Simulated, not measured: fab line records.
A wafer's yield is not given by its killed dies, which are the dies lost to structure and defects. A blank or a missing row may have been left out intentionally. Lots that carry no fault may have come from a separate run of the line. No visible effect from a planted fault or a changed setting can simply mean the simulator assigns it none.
2 desks, one fault / flow gf180mcu / every desk sees just its own numbers, and what lay behind them comes last

METROLOGY DESK
What the gauges read, lot by lot, whatever tool the lot ran on: means of the sampled wafers that have a number. The brackets show how far a lot's mean lies from the usual mean; more than 4 standard deviations puts the lot out of limits, marked OUT.
Columns: A = cdNm at GF_M1_CD_MEAS_14, usual 230.1 nm
lot=L824; first seen here=day 17 01:34; A=229.1
lot=L825; first seen here=day 17 17:55; A=230.0
lot=L826; first seen here=day 17 21:16; A=229.3
lot=L828; first seen here=day 18 18:43; A=230.4
lot=L829; first seen here=day 18 23:52; A=230.4
lot=L830; first seen here=day 19 17:16; A=229.8
lot=L831; first seen here=day 19 21:55; A=230.5
lot=L832; first seen here=day 20 03:55; A=230.2
lot=L833; first seen here=day 20 07:31; A=228.8
lot=L834; first seen here=day 21 02:04; A=229.4
lot=L835; first seen here=day 21 05:01; A=229.7
lot=L837; first seen here=day 22 00:55; A=228.7
lot=L840; first seen here=day 23 06:40; A=228.8
lot=L844; first seen here=day 24 08:28; A=229.2
This desk found nothing out of limits on any of the 14 lots.

THE TOOL OWNER'S DESK: implanter-04
For each lot that ran on this tool, the mean over its sampled wafers that have a number, from the tool's own readings at GF_MVSD_IMPLANT_09. The brackets show how far a lot's mean lies from the usual mean; more than 4 standard deviations puts the lot out of limits, marked OUT.
Columns: A = beamEnergyKeV at GF_MVSD_IMPLANT_09, usual 100.00
lot=L832; first seen here=day 6 10:11; A=100.00
lot=L834; first seen here=day 6 20:01; A=100.03
lot=L835; first seen here=day 7 03:19; A=93.85 (-99 or more) OUT
lot=L840; first seen here=day 8 08:28; A=93.89 (-99 or more) OUT
This desk finds L835, L840 out of limits, L835 being first, at day 7 03:19 (beamEnergyKeV at GF_MVSD_IMPLANT_09). Within limits: L832, L834.

ALL TOGETHER
At day 7 03:19, on L835, L840, the tool owner's desk was in a position to raise an alarm.
Metrology desk: nothing out of limits seen.
The metrology desk holds a record of L835, L840, inside its limits.
On implanter-04, each named lot ran GF_MVSD_IMPLANT_09.

WHAT THE SIMULATOR PUT IN
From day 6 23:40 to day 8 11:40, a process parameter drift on implanter-04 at GF_MVSD_IMPLANT_09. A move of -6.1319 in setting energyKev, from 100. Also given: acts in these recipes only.
Shown lots that were struck: L835, L840.
Hours from the fault's start to each desk's first reading out of limits: the tool owner's desk, 4.
